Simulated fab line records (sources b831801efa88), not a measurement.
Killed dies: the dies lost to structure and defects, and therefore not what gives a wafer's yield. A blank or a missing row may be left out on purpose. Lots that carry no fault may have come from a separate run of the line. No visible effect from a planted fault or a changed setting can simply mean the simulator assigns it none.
A struck lot beside a sound one ; flow sfq-line ; 15 out of 325 route steps
Sound: these wafers, L744.2, L744.3, L744.5. Struck: wafer L756.6; the same lot's L756.4 was not struck, so it is left out; see the end for the cause.
Order at every step that has rows: each side's tool, ch and its chambers, its first start. Under that, the readings that differ: sound wafers ; struck wafers ; difference of the means ; sigmas: that difference in standard deviations of wafers without a fault.
alike: words and numbers the same on both sides, and readings whose means are apart by under 2 such deviations; not compared: readings that were withheld, readings missing a value for some wafer, numbers with overlapping values and no deviation given by the record, and bounds like >300 which may hide the same value.
Wherever a step has rows on one side only, a row that says differs or no value, or a row with sigmas, the two part there. When numbers do not overlap yet have no deviation, they are printed without sigmas and do not part them. A reading missing from all wafers of one side parts the sides only when that side holds two or more wafers.

first, 1 step without rows for these wafers: SFQ_TRILAYER_M4_STRIP_SOLV_CLEAN_098 (cleans in NMP, time 600 s).
SFQ_TRILAYER_I4_DEP_PECVD_099: deposits SiO2 from SiH4/N2O, time 111.11 s, target thk 500 nm.
  sound on pecvd-01 ch 1,2, day 55 10:22; struck on pecvd-04 ch 0, day 60 17:32
  alike: heater-power-w, throttle-valve-pct
SFQ_TRILAYER_I4_CMP_CMP_100: polishes SiO2.
  sound on cmp-01 ch 0,1, day 55 11:00; struck on cmp-01 ch 0, day 61 03:22
  alike: motor-current-A, slurry-flow-ml-min, time-to-endpoint-s
SFQ_I4_BOW_MEAS_927:
  sound: film-metro-04 at day 55 13:31; struck: film-metro-04 at day 61 04:26
  alike: I4_BOW
SFQ_TRILAYER_I4_METRO_MEASURE_101:
  sound: film-metro-04 at day 55 13:49; struck: film-metro-04 at day 61 05:05
  alike: thk-nm
then, 6 steps without rows for these wafers: SFQ_TRILAYER_I4_VIA_LITHO_COAT_108 (resist thk 62 nm); SFQ_TRILAYER_I4_VIA_LITHO_COAT_103 (resist thk 650 nm); SFQ_TRILAYER_I4_VIA_LITHO_SOFTBAKE_107; SFQ_TRILAYER_I4_VIA_LITHO_EXPOSE_104 (exposes mask I4, target cd 700 nm); SFQ_TRILAYER_I4_VIA_LITHO_PEB_106 (peb time 60 s); SFQ_TRILAYER_I4_VIA_LITHO_DEVELOP_105 (time 60 s).
-- the record jumps here: 4 days lie between the struck wafers' starts before and after --
SFQ_I4_OVL_MEAS_928:
  sound: overlay-02 at day 60 15:18; struck: overlay-02 at day 65 13:25
  alike: I4_OVL
SFQ_TRILAYER_I4_VIA_BARC_OPEN_VIA_ETCH_146: etches BARC in O2, target depth 125 nm, time 41.7 s.
  sound on rie-diel-04 ch 0,1,3, day 60 15:20; struck on rie-diel-04 ch 3, day 65 13:26
reading;sound;struck;difference;sigmas
oes-product-au (a.u.);0.680 0.678 0.681;0.690;+0.010;+2
model.KrF_of_TRILAYER_I4_VIA_LITHO_COAT_103.thk-nm (nm);576.1 576.1 576;586.6;+10.5;
  alike: chamber-pressure-mTorr, drypump-motor-current-A
  not compared: rf-hours-counter-h
SFQ_TRILAYER_I4_VIA_ETCH_VIA_ETCH_106: etches SiO2 in CHF3, stops on Nb, target depth 260 nm.
  sound on rie-diel-04 ch 0,1,3, day 60 15:22; struck on rie-diel-04 ch 3, day 65 13:28
reading;sound;struck;difference;sigmas
model.KrF_of_TRILAYER_I4_VIA_LITHO_COAT_103.thk-nm (nm);531.4 531.4 531.9;542.1;+10.5;
  alike: chamber-pressure-mTorr, drypump-motor-current-A, oes-product-au
SFQ_TRILAYER_I4_VIA_STRIP_STRIP_107: strips in O2.
  sound on rie-metal-01 ch 0,1, day 60 15:29; struck on rie-metal-04 ch 1, day 65 13:47
  alike: chamber-pressure-mTorr, drypump-motor-current-A, oes-product-au, platen-temp-c
  not compared: rf-hours-counter-h

## WHERE THEY PART
SFQ_TRILAYER_I4_VIA_BARC_OPEN_VIA_ETCH_146 only, going by this record. Later steps at which nothing parts them and some readings are alike: SFQ_TRILAYER_I4_VIA_ETCH_VIA_ETCH_106, SFQ_TRILAYER_I4_VIA_STRIP_STRIP_107.

WHY: what had been put in by the simulator
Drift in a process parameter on rie-diel-04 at SFQ_TRILAYER_I4_VIA_BARC_OPEN_VIA_ETCH_146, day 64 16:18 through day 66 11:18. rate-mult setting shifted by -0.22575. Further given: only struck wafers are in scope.
